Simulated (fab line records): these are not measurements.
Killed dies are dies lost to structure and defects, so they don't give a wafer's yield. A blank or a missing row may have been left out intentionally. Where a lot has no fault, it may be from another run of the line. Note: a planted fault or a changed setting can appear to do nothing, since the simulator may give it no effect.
The same fault as seen by 2 desks -- flow sky130 -- each desk has only its own numbers; what lay behind them comes last

## TOOL OWNER'S DESK, cmp-02
The tool's own readings at SKY_LI_CONTACT_CMP_02 (polishes PSG): means of the sampled wafers that have a number, for each lot that ran on this tool. Any lot whose mean is over 4 standard deviations away from the usual mean is out of limits and marked OUT; that distance is given in the brackets.
Columns: A = motorCurrentA at SKY_LI_CONTACT_CMP_02, usual 11.8 A; B = timeToEndpointS at SKY_LI_CONTACT_CMP_02, usual 32 s
lot,first seen here,A,B
L458,day 29 14:10,11.9,36
L459,day 33 00:34,10.9,28
L460,day 33 02:41,11.0,34
L462,day 33 05:31,11.6,28
L469,day 33 13:11,11.2,15 (-4.4) OUT
L470,day 33 14:19,11.2,26
This desk's finding: out of limits on L469; first on L469, day 33 13:11 (timeToEndpointS at SKY_LI_CONTACT_CMP_02). In limits: L458, L459, L460, L462, L470.

## FROM THE METROLOGY DESK
Means of the sampled wafers that have a number, per lot and without regard to the tool the lot ran on: this is what the gauges read. Any lot whose mean is over 4 standard deviations away from the usual mean is out of limits and marked OUT; that distance is given in the brackets.
Columns: A = SD_P_OVL at SKY_SD_P_OVL_MEAS_08, usual -1.2 nm; B = SD_N_RS at SKY_SD_N_RS_MEAS_16, usual 68.58 ohm/sq
lot,first seen here,A,B
L456,day 25 06:47,-0.7,68.45
L455,day 25 06:58,-1.9,68.56
L457,day 27 03:02,-2.7,68.51
L458,day 27 04:16,-1.3,68.58
L459,day 30 16:01,-1.3,68.47
L460,day 30 18:13,-1.5,68.58
L461,day 30 19:34,-1.4,68.67
L462,day 30 20:32,-0.5,68.58
L469,day 31 05:35,-1.6,68.45
L470,day 31 06:58,-0.1,68.78
L474,day 31 19:32,-1.8,68.55
L477,day 32 09:49,-0.5,68.56
L478,day 32 22:23,-2.5,68.66
This desk found nothing out of limits on any of the 13 lots.

## ALL TOGETHER
On L469, at day 33 13:11, an alarm was possible from the tool owner's desk.
Metrology desk: nothing out of limits seen.
The metrology desk has L469 on record, within its limits.
SKY_LI_CONTACT_CMP_02 was run on cmp-02 by each of the lots named.

## WHAT WAS PUT IN BY THE SIMULATOR
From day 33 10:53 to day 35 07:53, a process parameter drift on cmp-02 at SKY_LI_CONTACT_CMP_02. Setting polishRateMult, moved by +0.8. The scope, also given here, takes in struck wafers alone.
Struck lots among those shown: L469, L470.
Time in hours from fault onset to the first out-of-limits reading at each desk: the tool owner's desk, 2.
